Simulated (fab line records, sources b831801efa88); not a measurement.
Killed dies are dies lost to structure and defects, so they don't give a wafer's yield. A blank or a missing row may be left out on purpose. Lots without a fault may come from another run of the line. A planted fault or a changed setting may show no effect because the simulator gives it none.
fab line records | flow sky130
record lots=6 wafers=18 last_day=50
route steps=708 shown FIELD_ISO@21 NWELL@32 DNWELL@35 PWDE@45 PAD_OPEN@708
lots that met no fault: from a run of the same line without faults
start_h: hours from the record's first day to the start of the lot's first wafer shown | wait_h: hours since the lot's step before | " the same as in the row above | L1.1+2: a row that stands for several wafers | - no value, or no start given | * or withheld: withheld | < > ~ a bound
route shown NAME@n: a module of which the file shows steps, and the number in the route of the first | usual: mean/standard deviation of fault-free wafers | same: alike in all rows | chamber/n: place in a boat | sites: the reading at each site | _std_site: their standard deviation | _edge_site: outer sites' mean less inner sites' | radius_mm: how far each site lies from the wafer's centre | mask NAME#n: copy n | behind: the tool/chamber that last shaped the wafer | hold: why the lot was held/for how many hours/how that ended | device: the transistor (n, p or np) that didn't switch | end of line: the same wafers' tests at the end of the route | a step without rows: its recipe alone | killed: dies lost to structure and defects at the first sort, not the wafer's yield | map: a wafer's dies, x killed, . not, _ none there
set.NAME: the setting as run; set.NAME@STEP: as run at that earlier step | model.NAME: the simulator's own value behind a step, which no gauge read
lots at some steps of the route; a table a step, a row a wafer
services: from which hour (start_h, from the record's first day; less than 0 if before it) a tool's chamber was out of use, for how many hours, and why
## steps
# step SKY_FIELD_ISO_CLEAN_20
# recipe chemistry=dHF time_s=20 dilution=100:1
# step SKY_FIELD_ISO_WET_ETCH_21
# recipe chemistry=dHF dilution=100:1 target_depth_nm=20 dry=ipa_marangoni target=SiO2 temp_c=25 time_s=400
# step SKY_FIELD_ISO_OXIDATION_22
# recipe temp_c=950 ambient=O2 stabilise_s=600 purge_s=300 target_thk_a=100 ox_time_s=623
# step SKY_FIELD_ISO_THK_MEAS_23
# recipe reads=SiO2_of_FIELD_ISO_OXIDATION_22
# usual FIELD_ISO_OXIDATION_01_THK=10.07/0.22
# columns lot.wafer tool chamber start_h wait_h FIELD_ISO_OXIDATION_01_THK[nm]
L240.3 film_metro-01 - 37.10 0.0 9.94
L240.4 " - " " 9.98
L240.6 " - " " 9.96
L242.3 film_metro-03 - 47.84 0.0 9.89
L242.4 " - " " 10.05
L242.5 " - " " 10.10
L247.1 film_metro-02 - 72.85 0.0 9.98
L247.3 " - " " 9.93
L247.4 " - " " 9.96
L248.1 film_metro-03 - 78.08 0.0 10.50
L248.3 " - " " 10.33
L248.5 " - " " 10.41
L259.3 film_metro-03 - 140.82 0.0 10.18
L259.5 " - " " 10.30
L259.6 " - " " 10.33
L260.1 film_metro-01 - 140.86 0.1 10.10
L260.3 " - " " 10.04
L260.4 " - " " 10.06
# step SKY_FIELD_ISO_CVD_24
# recipe material=SiO2 target_thk_nm=595 temp_c=650 sigma_open_frac=0.3 time_s=99.2 sih4_flow_sccm=60 pressure_mtorr=6
# step SKY_FIELD_ISO_THK_MEAS_25
# recipe reads=SiO2_of_FIELD_ISO_CVD_24
# usual FIELD_ISO_CVD_24_THK=595/6.6
# columns lot.wafer tool chamber start_h wait_h FIELD_ISO_CVD_24_THK[nm]
L240.3 film_metro-03 - 37.24 0.1 594
L240.4 " - " " 590
L240.6 " - " " 595
L242.3 film_metro-02 - 47.97 0.1 597
L242.4 " - " " 598
L242.5 " - " " 598
L247.1 film_metro-01 - 72.98 0.0 593
L247.3 " - " " 595
L247.4 " - " " 592
L248.1 film_metro-02 - 78.21 0.0 590
L248.3 " - " " 601
L248.5 " - " " 601
L259.3 film_metro-03 - 140.96 0.1 585
L259.5 " - " " 597
L259.6 " - " " 591
L260.1 film_metro-01 - 140.99 0.0 609
L260.3 " - " " 601
L260.4 " - " " 605
# step SKY_FIELD_ISO_ANNEAL_26
# recipe temp_c=1000 time_s=1800 ambient=N2
# step SKY_FIELD_ISO_CMP_27
# recipe stop_on=Si3N4 t_overpolish_s=16 down_force_psi=4 platen_rpm=60 target_thk_nm=457.8 pad_velocity_m_s=0.94248
# usual motor_current_A=11.9/1 overpolish_run_s=15.999/0.009 time_to_endpoint_s=115/4.6
# columns lot.wafer tool chamber start_h wait_h motor_current_A overpolish_run_s time_to_endpoint_s
L240.4 cmp-02 3 39.27 0.1 11.3 15.999 115
L240.3 " 1 " " 11.5 15.995 112
L240.6 " 3 " " 11.8 15.994 114
L242.3 cmp-01 0 49.59 0.1 11.4 15.992 113
L242.4 " 1 " " 10.6 16.002 117
L242.5 " 3 " " 11.3 16.016 118
L247.1 cmp-02 3 74.54 0.0 11.8 16.014 110
L247.4 " 0 " " 12.1 15.991 105
L247.3 " 1 " " 12.0 16.001 111
L248.1 cmp-02 0 81.20 0.0 11.3 15.992 111
L248.3 " 2 " " 12.3 16.003 116
L248.5 " 0 " " 11.5 15.994 106
L259.3 cmp-01 3 147.67 0.3 11.7 15.986 118
L259.5 " 0 " " 12.0 16.001 121
L259.6 " 1 " " 10.3 15.998 118
L260.4 cmp-01 3 147.82 0.5 12.3 15.989 125
L260.3 " 0 " " 11.6 16.001 122
L260.1 " 2 " " 14.6 16.006 122
# step SKY_FIELD_ISO_WET_ETCH_28
# recipe chemistry=dHF target_depth_nm=23.7 target=SiO2 dilution=10:1 temp_c=25 time_s=47
# step SKY_FIELD_ISO_WET_ETCH_29
# recipe chemistry=H3PO4 target_depth_nm=160 target=Si3N4 temp_c=160 time_s=1825
# step SKY_FIELD_ISO_WET_ETCH_30
# recipe chemistry=dHF target_depth_nm=25 target=SiO2 dilution=10:1 temp_c=25 time_s=50
# step SKY_NWELL_CLEAN_00
# recipe chemistry=SC1/SC2 mix=1:4:20 temp_c=70 time_s=150 dry=n2_spin
# step SKY_NWELL_OXIDATION_01
# recipe temp_c=900 ambient=O2 stabilise_s=600 purge_s=300 target_thk_a=100 ox_time_s=1418
# usual spike_tc_bottom_C=918.0/1.8 zone_power_bottom_pct=28.4/2.2
# same purge_s=300
# columns lot.wafer tool chamber start_h wait_h spike_tc_bottom_C zone_power_bottom_pct
L240.3 furnace-02 0 41.45 1.3 916.4 26.3
L240.4 " 0 " " 916.8 26.9
L240.6 " 0 " " 915.8 26.6
L242.3 furnace-01 0 50.45 0.0 920.5 31.4
L242.4 " 0 " " 919.4 30.8
L242.5 " 0 " " 919.0 31.0
L247.1 furnace-02 0 75.51 0.0 917.8 26.6
L247.3 " 0 " " 915.8 26.8
L247.4 " 0 " " 917.6 26.8
L248.1 furnace-01 0 83.05 0.9 919.5 31.2
L248.3 " 0 " " 920.4 31.3
L248.5 " 0 " " 920.3 31.2
L259.3 furnace-02 0 150.85 2.4 916.9 27.5
L259.5 " 0 " " 917.5 27.2
L259.6 " 0 " " 917.1 26.8
L260.1 furnace-02 0 150.85 2.1 917.9 27.0
L260.3 " 0 " " 916.7 26.3
L260.4 " 0 " " 918.0 26.6
# step SKY_NWELL_THK_MEAS_02
# recipe reads=SiO2_of_NWELL_OXIDATION_01
# usual NWELL_OXIDATION_THK=10.11/0.21
# columns lot.wafer tool chamber start_h wait_h NWELL_OXIDATION_THK[nm]
L240.3 film_metro-03 - 42.87 0.0 10.01
L240.4 " - " " 9.84
L240.6 " - " " 10.02
L242.3 film_metro-02 - 51.87 0.0 9.60
L242.4 " - " " 9.61
L242.5 " - " " 9.59
L247.1 film_metro-03 - 76.90 0.0 10.30
L247.3 " - " " 10.19
L247.4 " - " " 10.15
L248.1 film_metro-04 - 84.44 0.0 10.00
L248.3 " - " " 10.11
L248.5 " - " " 9.92
L260.1 film_metro-02 - 152.24 0.0 10.14
L260.3 " - " " 10.24
L260.4 " - " " 10.27
L259.3 film_metro-03 - 152.26 0.0 10.16
L259.5 " - " " 10.11
L259.6 " - " " 10.15
# step SKY_DNWELL_DEHYDRATE_00
# recipe temp_c=200 time_s=60
# step SKY_DNWELL_HMDS_01
# recipe prime_time_s=60 prime_temp_c=120
# step SKY_DNWELL_COAT_02
# recipe spin_rpm=2000 resist_thk_nm=3000
# step SKY_DNWELL_SOFTBAKE_03
# recipe temp_c=110 time_s=withheld
# step SKY_DNWELL_EXPOSE_04
# recipe mask_id=DNM na=0.57 target_cd_nm=3000 dose_mj=222
# step SKY_DNWELL_PEB_05
# recipe temp_c=115 time_s=withheld
# step SKY_DNWELL_DEVELOP_06
# recipe wall_angle_deg=90 developer=TMAH develop_time_s=60 dev_temp_c=23
# step SKY_DNWELL_IMPLANT_07
# recipe species=P energy_kev=withheld dose_cm2=withheld tilt_deg=withheld
# step SKY_DNWELL_STRIP_08
# recipe chemistry=O2/N2 power_w=1400 pressure_mtorr=1500 platen_temp_c=withheld o2_flow_sccm=3000 n2_flow_sccm=300 overash_fraction=0.5
# usual drypump_motor_current_A=5.7/0.3 oes_product_au=0.723/0.0046 strip_time_to_endpoint_s=36.92/0.12
# columns lot.wafer tool chamber start_h wait_h drypump_motor_current_A oes_product_au rf_hours_counter_h strip_time_to_endpoint_s
L240.3 plasma_asher-04 0 58.63 0.1 5.3 0.716 - 36.89
L240.4 " 1 " " 5.3 0.732 - 36.80
L240.6 " 1 " " 5.3 0.722 - 36.76
L242.3 plasma_asher-02 1 67.85 0.1 5.9 0.721 - 36.89
L242.4 " 0 " " 5.8 0.722 - 36.88
L242.5 " 1 " " 5.9 0.724 - 36.92
L247.1 plasma_asher-04 1 94.45 0.1 5.3 0.724 29 37.18
L247.3 " 0 " " 5.4 0.729 - 37.17
L247.4 " 1 " " 5.3 0.725 - 37.18
L248.1 plasma_asher-03 0 101.85 0.1 6.0 0.717 39 36.89
L248.3 " 1 " " 5.3 0.720 - 37.09
L248.5 " 0 " " 6.1 0.722 - 36.94
L260.1 plasma_asher-04 1 171.65 0.1 5.3 0.717 37 37.00
L260.3 " 1 " " 5.3 0.718 - 36.95
L260.4 " 0 " " 5.3 0.720 - 36.99
L259.3 plasma_asher-03 1 172.03 0.1 5.3 0.724 - 36.85
L259.5 " 1 " " 5.3 0.730 - 36.89
L259.6 " 0 " " 6.1 0.722 - 36.86
# step SKY_DNWELL_TW_MEAS_09
# usual DNWELL_TW=1113/10
# columns lot.wafer tool chamber start_h wait_h DNWELL_TW
L240.3 film_metro-04 - 58.71 0.1 1108
L240.4 " - " " 1114
L240.6 " - " " 1107
L242.3 film_metro-04 - 67.94 0.1 1125
L242.4 " - " " 1126
L242.5 " - " " 1117
L247.1 film_metro-02 - 94.55 0.1 1114
L247.3 " - " " 1114
L247.4 " - " " 1112
L248.1 film_metro-02 - 101.95 0.1 1117
L248.3 " - " " 1112
L248.5 " - " " 1117
L260.1 film_metro-04 - 171.75 0.1 1123
L260.3 " - " " 1123
L260.4 " - " " 1116
L259.3 film_metro-02 - 172.12 0.1 1125
L259.5 " - " " 1111
L259.6 " - " " 1116
# step SKY_PWDE_DEHYDRATE_00
# recipe temp_c=200 time_s=60
# step SKY_PWDE_HMDS_01
# recipe prime_time_s=60 prime_temp_c=120
# step SKY_PWDE_COAT_02
# recipe spin_rpm=2000 resist_thk_nm=3000
# step SKY_PWDE_SOFTBAKE_03
# recipe temp_c=110 time_s=withheld
# step SKY_PWDE_EXPOSE_04
# recipe mask_id=PWDEM na=0.6 source_shape=conventional sigma_outer=0.6 polarization=unpolarized target_cd_nm=840 dose_mj=214
# step SKY_PWDE_PEB_05
# recipe temp_c=115 time_s=withheld
# step SKY_PWDE_DEVELOP_06
# recipe wall_angle_deg=90 developer=TMAH develop_time_s=60 dev_temp_c=23
# step SKY_PWDE_OVL_MEAS_07
# usual PWDE_OVL=0.1/1.3
# columns lot.wafer tool chamber start_h wait_h PWDE_OVL[nm]
L240.3 overlay-01 - 75.06 - 0.9
L240.4 " - " " -0.3
L240.6 " - " " 0.1
L242.3 overlay-02 - 84.78 - 0.8
L242.4 " - " " -1.0
L242.5 " - " " 0.2
L247.1 overlay-01 - 111.57 - -1.0
L247.3 " - " " 0.1
L247.4 " - " " -0.7
L248.1 overlay-01 - 120.45 - -1.9
L248.3 " - " " -3.1
L248.5 " - " " -1.1
L260.1 overlay-02 - 192.99 - -1.1
L260.3 " - " " -1.6
L260.4 " - " " -1.5
L259.3 overlay-01 - 193.03 - 1.4
L259.5 " - " " 0.5
L259.6 " - " " 2.5
# step SKY_PWDE_IMPLANT_08
# recipe species=B energy_kev=150 dose_cm2=3.6e+12 tilt_deg=withheld
# step SKY_PWDE_STRIP_09
# recipe chemistry=O2/N2 power_w=1400 pressure_mtorr=1500 platen_temp_c=withheld o2_flow_sccm=3000 n2_flow_sccm=300 overash_fraction=0.5
# usual drypump_motor_current_A=5.9/0.43 oes_product_au=0.723/0.0044 strip_time_to_endpoint_s=36.91/0.12
# columns lot.wafer tool chamber start_h wait_h drypump_motor_current_A oes_product_au rf_hours_counter_h strip_time_to_endpoint_s
L240.3 plasma_asher-02 1 75.26 0.1 5.9 0.733 - 36.91
L240.4 " 0 " " 5.8 0.728 - 36.87
L240.6 " 0 " " 5.8 0.726 - 36.90
L242.3 plasma_asher-01 0 84.99 0.1 6.7 0.718 - 36.93
L242.4 " 1 " " 5.7 0.722 - 36.87
L242.5 " 0 " " 6.7 0.723 - 36.97
L247.1 plasma_asher-03 1 111.75 0.1 5.3 0.723 40 36.85
L247.3 " 0 " " 6.0 0.718 - 36.86
L247.4 " 1 " " 5.3 0.713 - 36.70
L248.1 plasma_asher-02 1 120.64 0.1 5.9 0.722 0 36.70
L248.3 " 0 " " 5.8 0.729 - 36.85
L248.5 " 1 " " 5.9 0.722 - 36.82
L260.1 plasma_asher-03 0 193.18 0.1 6.1 0.718 48 36.77
L260.3 " 0 " " 6.0 0.725 - 36.85
L260.4 " 1 " " 5.3 0.716 - 36.92
L259.3 plasma_asher-01 1 193.24 0.1 5.7 0.725 - 36.82
L259.5 " 0 " " 6.7 0.719 - 36.79
L259.6 " 1 " " 5.7 0.728 - 36.77
# step SKY_PWDE_TW_MEAS_10
# usual PWDE_TW=373/4.3
# columns lot.wafer tool chamber start_h wait_h PWDE_TW
L240.3 film_metro-03 - 75.35 0.1 368
L240.4 " - " " 367
L240.6 " - " " 365
L242.3 film_metro-02 - 85.07 0.1 374
L242.4 " - " " 376
L242.5 " - " " 374
L247.1 film_metro-04 - 111.85 0.1 378
L247.3 " - " " 373
L247.4 " - " " 376
L248.1 film_metro-04 - 120.74 0.1 379
L248.3 " - " " 377
L248.5 " - " " 378
L260.1 film_metro-03 - 193.28 0.1 367
L260.3 " - " " 364
L260.4 " - " " 365
L259.3 film_metro-04 - 193.32 0.1 374
L259.5 " - " " 378
L259.6 " - " " 378
# step SKY_NWELL_DEHYDRATE_03
# recipe temp_c=200 time_s=60
# step SKY_NWELL_HMDS_04
# recipe prime_time_s=60 prime_temp_c=120
# step SKY_NWELL_COAT_05
# recipe spin_rpm=2000 resist_thk_nm=3000
# step SKY_NWELL_SOFTBAKE_06
# recipe temp_c=110 time_s=withheld
# step SKY_NWELL_EXPOSE_07
# recipe mask_id=NWM na=0.6 source_shape=conventional sigma_outer=0.6 polarization=unpolarized target_cd_nm=840 dose_mj=255
# step SKY_NWELL_PEB_08
# recipe temp_c=115 time_s=withheld
# step SKY_NWELL_DEVELOP_09
# recipe wall_angle_deg=90 developer=TMAH develop_time_s=60 dev_temp_c=23
# step SKY_PAD_OPEN_PROBE_99
# usual killed_at_M0_to_M3=44/7.2 killed_at_M4_up=3.1/1.7 killed_at_contacts=24/5.2 killed_at_front_end=15/4.1 killed_at_other=0.3/0.61 killed_dies=87/10 killed_on_rim=17/3.8 killed_open=48/7.5 killed_short=39/6.6
# same gross_dies=492 killed_at_back_side=0
# columns lot.wafer tool chamber start_h wait_h killed_at_M0_to_M3 killed_at_M4_up killed_at_contacts killed_at_front_end killed_at_other killed_dies killed_on_rim killed_open killed_short
L242.3 prober-02 - 1089.09 0.2 50 5 19 12 0 86 17 50 36
L242.4 prober-02 - 1089.14 0.2 41 2 14 9 1 67 15 34 33
L242.5 prober-02 - 1089.19 0.2 49 4 26 13 0 92 22 51 41
L260.1 prober-01 - 1196.09 0.1 56 4 25 152 0 237 46 57 37
L260.3 prober-01 - 1196.19 0.2 38 4 21 165 2 230 40 45 35
L260.4 prober-01 - 1196.24 0.2 52 4 23 153 0 232 41 40 44
L259.3 prober-02 - 1196.84 0.2 31 3 29 191 0 254 46 35 34
L259.5 prober-02 - 1196.94 0.2 34 1 21 179 0 235 51 44 24
L259.6 prober-02 - 1196.99 0.2 39 1 21 176 0 237 44 40 36
# killed by level:class
L242.3 METAL2:geometric_particle:short=13 VIA2:geometric_particle:open=11 VIA1:geometric_particle:open=8 CONTACT:geometric_particle:open=7 LI_CONTACT:geometric_particle:open=5 FIELD_ISO:geometric_particle:open=4 METAL1:geometric_particle:short=4 POLY_GATE:geometric_particle:open=3
L242.4 VIA1:geometric_particle:open=8 VIA2:geometric_particle:short=7 VIA2:geometric_particle:open=5 LI_CONTACT:geometric_particle:open=5 METAL1:geometric_particle:short=5 CONTACT:geometric_particle:open=4 METAL3:geometric_particle:short=4 FIELD_ISO:geometric_particle:short=3
L242.5 VIA2:geometric_particle:open=14 CONTACT:geometric_particle:open=10 VIA1:geometric_particle:open=8 LI_CONTACT:geometric_particle:open=6 METAL1:geometric_particle:short=6 METAL2:geometric_particle:short=6 FIELD_ISO:geometric_particle:short=5 CONTACT:geometric_particle:short=5
L260.1 NWELL:unspecified=143 VIA1:geometric_particle:open=18 VIA3:geometric_particle:open=8 LI_CONTACT:geometric_particle:open=8 CONTACT:geometric_particle:open=8 VIA2:geometric_particle:open=6 LOCAL_INTERCONNECT:geometric_particle:short=5 METAL1:geometric_particle:short=5
L260.3 NWELL:unspecified=149 METAL1:geometric_particle:short=11 VIA1:geometric_particle:open=8 LI_CONTACT:geometric_particle:open=7 FIELD_ISO:geometric_particle:open=6 VIA2:geometric_particle:open=5 CONTACT:geometric_particle:open=5 VIA3:geometric_particle:open=4
L260.4 NWELL:unspecified=148 CONTACT:geometric_particle:open=7 VIA1:geometric_particle:short=7 METAL1:geometric_particle:short=7 VIA3:geometric_particle:open=7 LI_CONTACT:geometric_particle:open=6 VIA1:geometric_particle:open=6 METAL2:geometric_particle:short=6
L259.3 NWELL:unspecified=185 CONTACT:geometric_particle:open=13 CONTACT:geometric_particle:short=8 METAL1:geometric_particle:short=6 VIA2:geometric_particle:open=5 VIA3:geometric_particle:open=5 LOCAL_INTERCONNECT:geometric_particle:short=4 METAL2:geometric_particle:short=4
L259.5 NWELL:unspecified=167 VIA3:geometric_particle:open=8 CONTACT:geometric_particle:open=7 LI_CONTACT:geometric_particle:open=7 VIA2:geometric_particle:open=6 VIA1:geometric_particle:open=4 METAL1:geometric_particle:short=4 FIELD_ISO:geometric_particle:short=3
L259.6 NWELL:unspecified=161 CONTACT:geometric_particle:open=9 VIA2:geometric_particle:open=9 METAL2:geometric_particle:short=7 FIELD_ISO:geometric_particle:open=6 VIA1:geometric_particle:open=6 LOCAL_INTERCONNECT:geometric_particle:short=5 VIA3:geometric_particle:open=4
# map L259.3 (x killed, . not)
__________.xxx....x._________
________x.xxx..x..xxx._______
______.x.....x.xx.x..xxx_____
_____x..xx...xxxx.xx.x.xx____
____....xxxxx.x.xxxxxx....___
___xx..x.xx...xx..x.xx..x..__
__x.x..xxxx..xxxx.xxxx.x.xx._
_x.xx...xx.....x.xx.xx.x.xx..
_x.x.xxx.x.x...x....xxxxx..x.
_xx....xx.x.x..xxxx..x.xx.xxx
_.xx...xxxx.xx.x..x.xxxxxx...
_x.x..x.x.xx..x..x.x..x..xxx.
_.x.xxx.x.xxxx......x...xxxx.
_x....xx..xxxxx...x....xx.xx.
_x.....xxxxxx...x.xx.x..xx.xx
__x..xx.xx.....xxxx.x.xx..xx_
___...x.x.xx.xxxxx...x.....__
____xxxxxx.xx...x.x.xx....___
_____x.x.x.x.xxxx...xx...____
______..x.xxxx...x..x..x_____
________x.x..x.xx.x.xx_______
__________.x...xxxxx_________
# map L260.1 (x killed, . not)
__________.........._________
________x.x.x.xxx.x.x._______
______..xxx.x.xx..x.x.xx_____
_____x...x...x.x.xx..x..x____
____.xx........xx...x.xx..___
___..xx.xx....xx.xxx...xxx.__
__xxxx.x..x.....xxxx......xx_
_x..xx.....xxx..x..xx...x.xx.
_xx.xx.xx..x..xx.x..x....x.x.
_.x......x.x.xx.xx..xxx.x..xx
_.x.xxxx...xxx.x..xx.x.x.xxxx
_x..x..xx.x.....x..x.xx....x.
_x...x.xxx..xx....x.xxxx..xx.
_..xx.x.xxxx..xx.x..xxx.x.x.x
_.x..xxxxxxxxx..xx..xx.x..x..
__xx.xxx.x.xx.xx.x.xxx..x.xx_
___.....x..x..x..x.xx....xx__
____xxx.....xxx..x.xxx..xx___
_____...x.xxx.x.xxx.....x____
______.xx.x..xx.xxxxxxxx_____
________x....xxx...x.._______
__________.xx.x...xx_________
## services
# columns tool chamber start_h hours kind
plasma_asher-03 - 46.99 1.2 repair
cmp-01 - 55.16 11.1 repair
cmp-02 - 60.40 1.2 repair
cmp-02 - 60.52 0.6 repair
cmp-02 - 64.00 4.0 pm
cmp-02 - 68.00 - consumable_replace:conditioner
cmp-02 - 68.00 - consumable_replace:pad
plasma_asher-04 - 75.45 1.0 repair
furnace-02 - 89.90 3.6 pm
plasma_asher-02 - 108.75 9.0 pm
plasma_asher-02 0 108.75 9.0 vent_cycle
plasma_asher-02 1 108.75 9.0 vent_cycle
furnace-01 - 110.54 35.3 pm
plasma_asher-02 0 117.75 - clean
plasma_asher-02 1 117.75 - clean
cmp-02 - 147.27 0.8 repair
## key
first_sign step=SKY_PAD_OPEN_PROBE_99 reading=killed_at_front_end direction=up sigmas=38 usual=15 struck=169
effect step=SKY_PAD_OPEN_PROBE_99 reading=killed_dies direction=up sigmas=15 usual=87 struck=238
met_at SKY_NWELL_OXIDATION_01
struck_wafers L259.3,L259.5,L259.6,L260.1,L260.3,L260.4
tester_left_out L259,L260
onset_between 75.51 150.85
also_fits time
fault kind=chamber_particle_source tool=furnace-02 chamber=- onset_h=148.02 steps=SKY_NWELL_OXIDATION_01 rate_per_visit_cm2=0.82787 end_h=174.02
# tester_left_out: of these lots the tester's yield and bins aren't shown, on N5 and GAA mostly nor the transistor test; their killed dies are dies lost to structure and defects alone, not to doping, threshold or leakage, so they don't give the yield
